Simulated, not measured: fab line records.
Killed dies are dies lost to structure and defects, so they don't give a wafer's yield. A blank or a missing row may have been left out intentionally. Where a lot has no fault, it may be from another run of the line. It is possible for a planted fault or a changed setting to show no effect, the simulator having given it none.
fab line records	flow gf180mcu	part 1 of 2: steps 1 to 33 of 37
record lots=7	wafers=21	last_day=34
route steps=602 shown M1@327 V1@335 M2@362 PASSIVATION@602
lots untouched by any fault: they come from a run of this same line in which no faults occurred
start_h: hours from the record's opening day to when the first of the lot's shown wafers began	wait_h: hours since the lot's step before	" as in the row above	L1.1+2: a row that stands for several wafers	- no value, or no start was given	* or withheld: withheld	< > ~ a bound
route shown NAME@n: a module of which the file shows steps, and the number in the route of the first	usual: the fault-free wafers' mean and standard deviation	same: alike in all rows	chamber/n: place in a boat	sites: each site's reading	_std_site: the values' standard deviation	_edge_site: mean of outer sites minus mean of inner sites	radius_mm: how far each site lies from the wafer's centre	mask NAME#n: copy n	behind: the last tool/chamber to shape the wafer	hold: the reason the lot was held/the length of the hold in hours/how it ended	device: transistor that didn't switch, given as n, p or np	end of line: the tests these same wafers got at the end of their route	a step with no rows: only its recipe	killed: count of dies lost to structure and defects at first sort (not the wafer's yield)	map: shows each die of a wafer: x if killed, . if not, _ if none is there
set.NAME: the setting as run; set.NAME@STEP: as run at that earlier step	model.NAME: the simulator's own value behind a step, which no gauge read
certain route steps with their lots: each step a table, each wafer a row
services: from which hour (start_h, from the record's first day; less than 0 if before it) a tool's chamber was out of use, for how many hours, and why
## steps
# step GF_M1_PEB_12
# recipe peb_temp_c=135	peb_time_s=90	resist=KrF
# step GF_M1_DEVELOP_13
# recipe develop_time_s=60	dev_temp_c=21
# step GF_M1_CD_MEAS_14
# recipe target_cd_nm=230
# usual cd_nm=229.9/1.4
lot.wafer	tool	chamber	start_h	wait_h	cd_nm
L578.1	cd_sem-01	-	390.13	0.1	228.9
L578.2	"	-	"	"	229.3
L578.6	"	-	"	"	229.0
L582.1	cd_sem-01	-	431.36	0.1	227.8
L582.3	"	-	"	"	228.4
L582.4	"	-	"	"	228.5
L589.3	cd_sem-02	-	499.55	0.1	230.9
L589.4	"	-	"	"	231.7
L589.5	"	-	"	"	231.6
L594.3	cd_sem-01	-	535.32	0.1	231.5
L594.4	"	-	"	"	230.6
L594.6	"	-	"	"	230.1
L595.1	cd_sem-01	-	540.48	0.1	230.4
L595.2	"	-	"	"	229.3
L595.4	"	-	"	"	229.5
L596.3	cd_sem-01	-	550.10	0.1	229.3
L596.4	"	-	"	"	229.6
L596.6	"	-	"	"	229.1
L597.1	cd_sem-01	-	565.68	0.1	230.7
L597.4	"	-	"	"	230.6
L597.5	"	-	"	"	229.2
# step GF_M1_OVL_MEAS_15
# usual M1_OVL=2/5
lot.wafer	tool	chamber	start_h	wait_h	M1_OVL[nm]
L578.1	overlay-01	-	390.25	0.1	8
L578.2	"	-	"	"	0
L578.6	"	-	"	"	4
L582.1	overlay-01	-	431.48	0.1	0
L582.3	"	-	"	"	-2
L582.4	"	-	"	"	5
L589.3	overlay-01	-	499.64	0.1	1
L589.4	"	-	"	"	-8
L589.5	"	-	"	"	-5
L594.3	overlay-01	-	535.41	0.1	5
L594.4	"	-	"	"	-1
L594.6	"	-	"	"	9
L595.1	overlay-01	-	540.60	0.1	3
L595.2	"	-	"	"	-3
L595.4	"	-	"	"	4
L596.3	overlay-01	-	550.19	0.1	5
L596.4	"	-	"	"	3
L596.6	"	-	"	"	8
L597.1	overlay-02	-	565.80	0.1	-2
L597.4	"	-	"	"	9
L597.5	"	-	"	"	1
# step GF_M1_METAL_ETCH_16
# recipe chemistry=Cl2/BCl3	mask_material=KrF	target_depth_nm=627.5	stop_on=SiO2	pressure_mtorr=8	icp_w=800	bias_w=140	Cl2_flow_sccm=80	bcl3_flow_sccm=40	time_s=104.6
# usual drypump_motor_current_A=5.5/0.41	he_backside_leak_sccm=3.4/0.44	oes_product_au=0.969/0.0059	throttle_valve_pct=28.251/0.01
# same time_s=104.6
lot.wafer	tool	chamber	start_h	wait_h	drypump_motor_current_A	he_backside_leak_sccm	oes_product_au	rf_hours_counter_h	throttle_valve_pct
L578.1	rie_metal-02	0	390.29	0.0	4.9	3.3	0.968	10	28.256
L578.2	"	1	"	"	5.6	3.0	0.967	6	28.247
L578.6	"	1	"	"	5.6	3.1	0.972	-	28.240
L582.1	rie_metal-02	1	431.51	0.0	5.6	3.2	0.959	7	28.237
L582.3	"	1	"	"	5.6	3.2	0.966	-	28.261
L582.4	"	0	"	"	4.8	3.3	0.978	-	28.259
L589.3	rie_metal-02	0	499.70	0.1	4.8	3.4	0.963	-	28.260
L589.4	"	1	"	"	5.6	3.3	0.974	-	28.261
L589.5	"	1	"	"	5.6	3.0	0.969	-	28.242
L594.3	rie_metal-04	0	535.47	0.1	5.8	3.3	0.965	-	28.249
L594.4	"	1	"	"	5.9	3.5	0.973	-	28.248
L594.6	"	1	"	"	5.8	3.5	0.972	-	28.261
L595.1	rie_metal-03	1	540.63	0.0	5.4	3.6	0.964	6	28.261
L595.2	"	0	"	"	5.9	3.5	0.975	3	28.259
L595.4	"	1	"	"	5.4	3.7	0.966	-	28.246
L596.3	rie_metal-04	0	550.25	0.1	5.8	3.2	0.979	-	28.261
L596.4	"	1	"	"	5.8	3.5	0.971	-	28.245
L596.6	"	0	"	"	5.8	3.2	0.973	-	28.253
L597.1	rie_metal-03	0	565.83	0.0	5.9	3.7	0.973	3	28.268
L597.4	"	0	"	"	5.9	3.6	0.964	-	28.266
L597.5	"	1	"	"	5.3	3.7	0.966	-	28.249
# step GF_M1_STRIP_17
# recipe chemistry=O2/N2	power_w=1400	pressure_mtorr=1500	platen_temp_c=250	o2_flow_sccm=3000	n2_flow_sccm=300	overash_fraction=0.5
# usual drypump_motor_current_A=5.5/0.45	heater_power_w=320/15	oes_product_au=0.559/0.0045	platen_temp_c=250.01/0.18	strip_time_to_endpoint_s=7.91/0.036
lot.wafer	tool	chamber	start_h	wait_h	drypump_motor_current_A	heater_power_w	oes_product_au	platen_temp_c	rf_hours_counter_h	strip_time_to_endpoint_s
L578.1	plasma_asher-01	0	390.40	0.1	5.1	342	0.558	250.09	68	7.94
L578.2	"	1	"	"	5.3	322	0.558	250.21	68	7.93
L578.6	"	1	"	"	5.3	316	0.559	250.15	-	7.94
L582.1	plasma_asher-03	1	431.63	0.1	5.4	314	0.555	250.33	68	7.93
L582.3	"	0	"	"	5.2	324	0.561	249.77	-	7.94
L582.4	"	1	"	"	5.4	307	0.545	250.05	-	7.90
L589.3	plasma_asher-03	1	499.81	0.1	5.4	306	0.545	249.85	-	7.90
L589.4	"	0	"	"	5.2	323	0.562	249.94	-	7.95
L589.5	"	0	"	"	5.2	317	0.562	249.80	-	7.87
L594.3	plasma_asher-01	0	535.58	0.1	5.2	344	0.560	249.87	-	7.89
L594.4	"	1	"	"	5.3	306	0.557	250.07	-	7.86
L594.6	"	1	"	"	5.3	321	0.563	250.17	-	7.86
L595.1	plasma_asher-03	1	540.75	0.1	5.4	309	0.556	249.85	80	7.92
L595.2	"	0	"	"	5.2	314	0.557	249.94	80	7.85
L595.4	"	1	"	"	5.4	320	0.557	249.83	-	7.90
L596.3	plasma_asher-01	1	550.36	0.1	5.3	315	0.552	250.06	-	7.95
L596.4	"	0	"	"	5.1	343	0.564	250.07	-	7.86
L596.6	"	1	"	"	5.3	323	0.560	250.03	-	7.89
L597.1	plasma_asher-01	1	565.95	0.1	5.3	320	0.565	250.00	86	7.89
L597.4	"	0	"	"	5.1	347	0.562	249.62	-	7.87
L597.5	"	0	"	"	5.1	348	0.564	249.90	-	7.96
# step GF_M1_STRIP_18
# recipe chemistry=post_etch_residue_remover	time_s=1200	temp_c=72.5
# step GF_M1_CLEAN_19
# recipe chemistry=DIW	dry=n2_spin
# step GF_V1_CVD_00
# recipe material=SiO2	target_thk_nm=600	sigma_open_frac=0.3	temp_c=400	time_s=100	sih4_flow_sccm=60	pressure_mtorr=6
# step GF_V1_THK_MEAS_01
# recipe reads=SiO2_of_V1_CVD_00
# usual V1_CVD_00_THK=597/6.9
lot.wafer	tool	chamber	start_h	wait_h	V1_CVD_00_THK[nm]
L578.1	film_metro-04	-	391.02	0.0	586
L578.2	"	-	"	"	588
L578.6	"	-	"	"	591
L582.1	film_metro-02	-	432.31	0.0	599
L582.3	"	-	"	"	591
L582.4	"	-	"	"	592
L589.3	film_metro-03	-	500.44	0.1	601
L589.4	"	-	"	"	596
L589.5	"	-	"	"	603
L594.3	film_metro-03	-	536.19	0.1	607
L594.4	"	-	"	"	603
L594.6	"	-	"	"	606
L595.1	film_metro-03	-	541.36	0.0	595
L595.2	"	-	"	"	586
L595.4	"	-	"	"	589
L596.3	film_metro-04	-	550.96	0.1	596
L596.4	"	-	"	"	594
L596.6	"	-	"	"	595
L597.1	film_metro-03	-	566.56	0.0	579
L597.4	"	-	"	"	590
L597.5	"	-	"	"	585
# step GF_V1_CVD_02
# recipe material=SiO2	target_thk_nm=850	precursor=TEOS	temp_c=400	time_s=94.851	rf_w=581.9
# usual heater_power_outer_w=382/57	heater_power_w=647/110
# same time_s=94.851
lot.wafer	tool	chamber	start_h	wait_h	heater_power_outer_w	heater_power_w
L578.1	pecvd-01	1	391.08	0.1	266	526
L578.2	"	0	"	"	469	898
L578.6	"	0	"	"	521	954
L582.1	pecvd-03	0	432.37	0.1	361	548
L582.3	"	1	"	"	399	719
L582.4	"	1	"	"	427	757
L589.3	pecvd-02	1	500.48	0.0	418	646
L589.4	"	0	"	"	498	811
L589.5	"	1	"	"	431	693
L594.3	pecvd-03	0	536.23	0.0	348	530
L594.4	"	2	"	"	322	513
L594.6	"	0	"	"	266	439
L595.1	pecvd-02	0	541.42	0.1	481	776
L595.2	"	1	"	"	383	624
L595.4	"	1	"	"	414	650
L596.3	pecvd-03	0	551.00	0.0	307	513
L596.4	"	2	"	"	314	531
L596.6	"	1	"	"	442	781
L597.1	pecvd-03	2	566.62	0.1	425	685
L597.4	"	0	"	"	343	545
L597.5	"	1	"	"	428	731
# step GF_V1_THK_MEAS_03
# recipe reads=SiO2_of_V1_CVD_02
# usual V1_CVD_02_THK=846/10
lot.wafer	tool	chamber	start_h	wait_h	V1_CVD_02_THK[nm]
L578.1	film_metro-02	-	391.15	0.0	836
L578.2	"	-	"	"	852
L578.6	"	-	"	"	852
L582.1	film_metro-04	-	432.44	0.0	852
L582.3	"	-	"	"	844
L582.4	"	-	"	"	854
L589.3	film_metro-04	-	500.57	0.1	837
L589.4	"	-	"	"	839
L589.5	"	-	"	"	836
L594.3	film_metro-03	-	536.32	0.1	838
L594.4	"	-	"	"	864
L594.6	"	-	"	"	849
L595.1	film_metro-04	-	541.49	0.0	845
L595.2	"	-	"	"	838
L595.4	"	-	"	"	861
L596.3	film_metro-03	-	551.09	0.1	850
L596.4	"	-	"	"	851
L596.6	"	-	"	"	845
L597.1	film_metro-03	-	566.69	0.0	846
L597.4	"	-	"	"	847
L597.5	"	-	"	"	844
# step GF_V1_CMP_04
# recipe material=SiO2	down_force_psi=4	platen_rpm=60	pad_velocity_m_s=0.94248
# usual edge_zone_pressure_frac=1.001/0.0049	motor_current_A=12.2/0.98	time_to_endpoint_s=76/5.5
lot.wafer	tool	chamber	start_h	wait_h	edge_zone_pressure_frac	motor_current_A	time_to_endpoint_s	model.SiO2_of_V1_CVD_02.thk_nm
L578.1	cmp-02	0	391.26	0.1	0.997	12.0	78	632.8
L578.2	"	2	"	"	0.999	13.1	84	632.2
L578.6	"	3	"	"	1.003	11.6	81	633.1
L582.3	cmp-02	0	432.50	0.0	1.000	11.9	76	631.9
L582.4	"	1	"	"	1.006	12.5	74	632.3
L582.1	"	3	"	"	1.006	11.1	78	631.8
L589.3	cmp-01	2	500.61	0.0	1.000	13.5	73	629.4
L589.4	"	0	"	"	0.996	11.8	78	631
L589.5	"	3	"	"	1.001	11.7	74	629.4
L594.4	cmp-02	3	536.41	0.1	0.996	11.6	83	631.6
L594.3	"	0	"	"	1.005	11.9	20	790.1
L594.6	"	3	"	"	0.993	11.4	77	631.7
L595.4	cmp-02	3	541.74	0.2	1.003	11.1	85	632.4
L595.1	"	0	"	"	1.006	11.3	23	789.7
L595.2	"	1	"	"	0.999	12.1	70	631.1
L596.3	cmp-02	2	551.18	0.1	0.988	13.1	78	633.6
L596.4	"	0	"	"	1.009	12.2	24	789.7
L596.6	"	2	"	"	0.992	13.4	74	633.2
L597.1	cmp-01	0	566.75	0.1	0.990	11.7	87	632.3
L597.4	"	1	"	"	0.996	10.1	86	633.1
L597.5	"	0	"	"	0.994	11.7	83	632.5
# step GF_V1_BOW_MEAS_05
# recipe mode=bow
# usual V1_BOW=83/7.4
lot.wafer	tool	chamber	start_h	wait_h	V1_BOW[um]
L578.1	film_metro-04	-	391.51	0.2	77
L578.2	"	-	"	"	84
L578.6	"	-	"	"	98
L582.1	film_metro-04	-	432.80	0.1	86
L582.3	"	-	"	"	67
L582.4	"	-	"	"	79
L589.3	film_metro-02	-	500.95	0.3	96
L589.4	"	-	"	"	79
L589.5	"	-	"	"	93
L594.3	film_metro-03	-	536.70	0.2	96
L594.4	"	-	"	"	99
L594.6	"	-	"	"	91
L595.1	film_metro-04	-	541.99	0.1	92
L595.2	"	-	"	"	75
L595.4	"	-	"	"	94
L596.3	film_metro-02	-	551.47	0.2	83
L596.4	"	-	"	"	98
L596.6	"	-	"	"	94
L597.1	film_metro-03	-	567.05	0.2	72
L597.4	"	-	"	"	85
L597.5	"	-	"	"	73
# step GF_V1_DEHYDRATE_06
# recipe temp_c=200	time_s=60
# step GF_V1_HMDS_07
# recipe prime_time_s=60	prime_temp_c=120
# step GF_V1_COAT_08
# recipe resist=BARC	temp_c=withheld	time_s=withheld	spin_rpm=withheld	resist_thk_nm=withheld
# step GF_V1_COAT_09
# recipe resist=KrF	spin_rpm=withheld	resist_thk_nm=1000
# step GF_V1_SOFTBAKE_10
# recipe temp_c=130	time_s=60	resist=KrF
# step GF_V1_EXPOSE_11
# recipe mask_id=Via1	target_cd_nm=260	na=0.68	source_shape=conventional	sigma_outer=0.6	dose_mj=38
# step GF_V1_PEB_12
# recipe peb_temp_c=135	peb_time_s=90	resist=KrF
# step GF_V1_DEVELOP_13
# recipe develop_time_s=60	resist=KrF	dev_temp_c=21
# step GF_V1_CD_MEAS_14
# recipe target_cd_nm=260
# usual cd_nm=259.8/1.1
lot.wafer	tool	chamber	start_h	wait_h	cd_nm
L578.1	cd_sem-01	-	415.01	0.1	260.6
L578.2	"	-	"	"	261.2
L578.6	"	-	"	"	259.5
L582.1	cd_sem-01	-	456.96	0.1	260.0
L582.3	"	-	"	"	260.4
L582.4	"	-	"	"	261.2
L589.3	cd_sem-02	-	524.33	0.1	259.2
L589.4	"	-	"	"	260.0
L589.5	"	-	"	"	259.5
L594.3	cd_sem-02	-	559.00	0.1	260.7
L594.4	"	-	"	"	260.0
L594.6	"	-	"	"	260.1
L595.1	cd_sem-01	-	564.81	0.1	260.2
L595.2	"	-	"	"	260.5
L595.4	"	-	"	"	260.5
L596.3	cd_sem-01	-	573.10	0.1	259.3
L596.4	"	-	"	"	260.2
L596.6	"	-	"	"	260.2
L597.1	cd_sem-01	-	589.11	0.1	260.1
L597.4	"	-	"	"	260.5
L597.5	"	-	"	"	259.8
# step GF_V1_OVL_MEAS_15
# usual V1_OVL=0/5.8
lot.wafer	tool	chamber	start_h	wait_h	V1_OVL[nm]
L578.1	overlay-02	-	415.13	0.1	3
L578.2	"	-	"	"	-2
L578.6	"	-	"	"	-3
L582.1	overlay-02	-	457.08	0.1	-6
L582.3	"	-	"	"	2
L582.4	"	-	"	"	8
L589.3	overlay-01	-	524.43	0.1	-4
L589.4	"	-	"	"	-4
L589.5	"	-	"	"	-7
L594.3	overlay-02	-	559.09	0.1	1
L594.4	"	-	"	"	3
L594.6	"	-	"	"	0
L595.1	overlay-01	-	564.93	0.1	-9
L595.2	"	-	"	"	-1
L595.4	"	-	"	"	0
L596.3	overlay-02	-	573.19	0.1	4
L596.4	"	-	"	"	-10
L596.6	"	-	"	"	1
L597.1	overlay-02	-	589.23	0.1	3
L597.4	"	-	"	"	13
L597.5	"	-	"	"	1
# step GF_V1_ETCH_16
# recipe chemistry=N2/H2	target_depth_a=withheld	overetch_a=withheld	time_s=withheld	target=BARC	ion_energy_ev=200	source_w=500	bias_w=100	pressure_mtorr=30	n2_flow_sccm=100	h2_flow_sccm=200
# usual drypump_motor_current_A=5.8/0.48	oes_product_au=0.856/0.0043	throttle_valve_pct=13.224/0.009
lot.wafer	tool	chamber	start_h	wait_h	drypump_motor_current_A	oes_product_au	throttle_valve_pct
L578.1	rie_diel-04	2	415.16	0.0	5.0	0.862	13.233
L578.2	"	3	"	"	5.9	0.858	13.220
L578.6	"	3	"	"	5.9	0.861	13.217
L582.1	rie_diel-04	1	457.11	0.0	5.4	0.853	13.242
L582.3	"	2	"	"	5.0	0.864	13.240
L582.4	"	3	"	"	5.9	0.846	13.218
L589.3	rie_diel-04	3	524.45	0.0	5.8	0.852	13.207
L589.4	"	2	"	"	5.0	0.849	13.213
L589.5	"	2	"	"	5.0	0.862	13.236
L594.3	rie_diel-02	1	559.11	0.0	6.0	0.855	13.222
L594.4	"	2	"	"	6.1	0.863	13.209
L594.6	"	2	"	"	6.1	0.856	13.224
L595.1	rie_diel-02	0	564.96	0.0	5.4	0.859	13.203
L595.2	"	1	"	"	6.0	0.858	13.226
L595.4	"	3	"	"	6.2	0.857	13.210
L596.3	rie_diel-04	0	573.21	0.0	6.5	0.856	13.211
L596.4	"	3	"	"	5.9	0.862	13.216
L596.6	"	1	"	"	5.4	0.860	13.216
L597.1	rie_diel-02	3	589.26	0.0	6.2	0.859	13.231
L597.4	"	2	"	"	6.1	0.870	13.236
L597.5	"	2	"	"	6.1	0.856	13.220
# step GF_V1_ETCH_17
# recipe chemistry=C4F8/O2/Ar	mask_material=KrF	target=SiO2	stop_on=TiN	source_w=1500	bias_w=1200	pressure_mtorr=40	c4f8_flow_sccm=withheld	O2_flow_sccm=6	Ar_flow_sccm=300	time_s=withheld	target_depth_a=6300
# usual oes_product_au=0.855/0.0048
lot.wafer	tool	chamber	start_h	wait_h	oes_product_au	model.etch.depth_nm	model.V1.feature_depth_nm
L578.1	rie_diel-04	2	-	-	0.864	632.8	632.8
L578.2	"	3	"	"	0.855	632.2	632.2
L578.6	"	3	"	"	0.853	633.1	633.1
L582.1	rie_diel-04	1	-	-	0.858	631.8	631.8
L582.3	"	2	"	"	0.855	631.9	631.9
L582.4	"	3	"	"	0.855	632.3	632.3
L589.3	rie_diel-04	3	-	-	0.851	629.4	629.4
L589.4	"	2	"	"	0.843	631	631
L589.5	"	2	"	"	0.857	629.4	629.4
L594.3	rie_diel-02	1	-	-	0.972	790.1	790.1
L594.4	"	2	"	"	0.862	631.6	631.6
L594.6	"	2	"	"	0.855	631.7	631.7
L595.1	rie_diel-02	0	-	-	0.974	789.7	789.7
L595.2	"	1	"	"	0.852	631.1	631.1
L595.4	"	3	"	"	0.859	632.4	632.4
L596.3	rie_diel-04	0	-	-	0.853	633.6	633.6
L596.4	"	3	"	"	0.971	789.7	789.7
L596.6	"	1	"	"	0.855	633.2	633.2
L597.1	rie_diel-02	3	-	-	0.864	632.3	632.3
L597.4	"	2	"	"	0.860	633.1	633.1
L597.5	"	2	"	"	0.849	632.5	632.5
# step GF_V1_STRIP_18
# recipe chemistry=O2/N2	power_w=1400	pressure_mtorr=1500	platen_temp_c=250	o2_flow_sccm=3000	n2_flow_sccm=300	overash_fraction=0.5
# usual drypump_motor_current_A=5.4/0.44	heater_power_w=337/17	oes_product_au=0.593/0.0057	platen_temp_c=250.00/0.18
lot.wafer	tool	chamber	start_h	wait_h	drypump_motor_current_A	heater_power_w	oes_product_au	platen_temp_c	rf_hours_counter_h
L578.1	plasma_asher-04	0	415.29	-	4.8	355	0.599	249.97	31
L578.2	"	1	"	"	6.0	347	0.587	249.96	31
L578.6	"	1	"	"	6.0	348	0.592	250.09	-
L582.1	plasma_asher-04	1	457.24	-	6.1	343	0.594	250.27	35
L582.3	"	0	"	"	4.9	357	0.597	249.76	-
L582.4	"	1	"	"	6.0	351	0.591	250.10	-
L589.3	plasma_asher-04	0	524.61	-	4.8	352	0.589	250.12	-
L589.4	"	1	"	"	6.0	347	0.589	249.96	-
L589.5	"	0	"	"	4.9	349	0.592	250.11	-
L594.3	plasma_asher-04	1	559.27	-	6.0	344	0.598	250.10	-
L594.4	"	0	"	"	4.8	357	0.598	249.97	-
L594.6	"	0	"	"	4.8	354	0.597	250.27	-
L595.1	plasma_asher-04	1	565.09	-	6.0	347	0.593	250.13	47
L595.2	"	0	"	"	4.8	351	0.589	249.93	47
L595.4	"	1	"	"	6.0	349	0.590	250.13	-
L596.3	plasma_asher-04	0	573.38	-	4.8	355	0.591	249.99	-
L596.4	"	1	"	"	6.0	354	0.578	250.39	-
L596.6	"	0	"	"	4.9	351	0.600	250.00	-
L597.1	plasma_asher-01	1	589.39	-	5.3	315	0.591	250.10	89
L597.4	"	0	"	"	5.1	340	0.591	249.82	-
L597.5	"	0	"	"	5.1	344	0.588	250.09	-
# step GF_V1_STRIP_19
# recipe chemistry=post_etch_residue_remover	time_s=1200	temp_c=72.5
# step GF_V1_CLEAN_20
# recipe chemistry=DIW	dry=n2_spin
# step GF_V1_SPUTTER_21
# recipe material=Ti	target_thk_nm=15	chamber_pressure_pa=5	power_w=2500	substrate_temp_c=200	time_s=81.63
# step GF_V1_SPUTTER_22
# recipe material=TiN	target_thk_nm=10	chamber_pressure_pa=5	power_w=4000	time_s=40
# step GF_V1_CVD_23
# recipe material=W	target_thk_nm=350	time_s=105.05	temp_c=400	pressure_torr=40
# step GF_V1_RS_MEAS_24
# recipe thk_meas_gauge=four-point-probe	reads=W_of_V1_CVD_23+TiN_of_V1_SPUTTER_22+Ti_of_V1_SPUTTER_21
# usual V1_W_RS=0.327/0.0033
lot.wafer	tool	chamber	start_h	wait_h	V1_W_RS[ohm/sq]
L578.1	film_metro-04	-	416.07	0.1	0.334
L578.2	"	-	"	"	0.335
L578.6	"	-	"	"	0.332
L582.1	film_metro-03	-	457.99	0.1	0.331
L582.3	"	-	"	"	0.332
L582.4	"	-	"	"	0.334
L589.3	film_metro-03	-	525.36	0.1	0.329
L589.4	"	-	"	"	0.329
L589.5	"	-	"	"	0.327
L594.3	film_metro-04	-	560.03	0.1	0.328
L594.4	"	-	"	"	0.323
L594.6	"	-	"	"	0.332
L595.1	film_metro-03	-	565.87	0.1	0.326
L595.2	"	-	"	"	0.322
L595.4	"	-	"	"	0.326
L596.3	film_metro-03	-	574.13	0.1	0.324
L596.4	"	-	"	"	0.322
L596.6	"	-	"	"	0.325
L597.1	film_metro-03	-	590.18	0.1	0.325
L597.4	"	-	"	"	0.325
L597.5	"	-	"	"	0.325
## key
first_sign step=GF_V1_CMP_04	reading=time_to_endpoint_s	direction=down	sigmas=9.7	usual=*	struck=*
effect step=GF_V1_ETCH_17	reading=oes_product_au	direction=up	sigmas=24	usual=0.855	struck=0.972
model_effect step=GF_V1_CMP_04	value=SiO2_of_V1_CVD_02.thk_nm	without=631.7	struck=789.8
model_effect step=GF_V1_ETCH_17	value=etch.depth_nm	without=631.7	struck=789.8
model_effect step=GF_V1_CMP_26	value=SiO2_of_V1_CVD_02.thk_nm	without=627.9	struck=786
model_effect step=GF_PASSIVATION_PROBE_99	value=etest.via1_chain.rc_ohm	without=6.429	struck=9.749
met_at GF_V1_CMP_04
struck_wafers L594.3,L595.1,L596.4
sort_left_out L594.3,L595.1,L596.4
onset_between 432.50 536.41
fault kind=process_parameter_drift	tool=cmp-02	chamber=0	onset_h=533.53	steps=GF_V1_CMP_04	channel=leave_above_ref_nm	offset=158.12	shape=step	end_h=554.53	acts_in=these_recipes_only	stated=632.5
# sort_left_out: the simulated sort isn't trusted on such a fault, so these wafers' sort isn't shown, and their yield isn't known
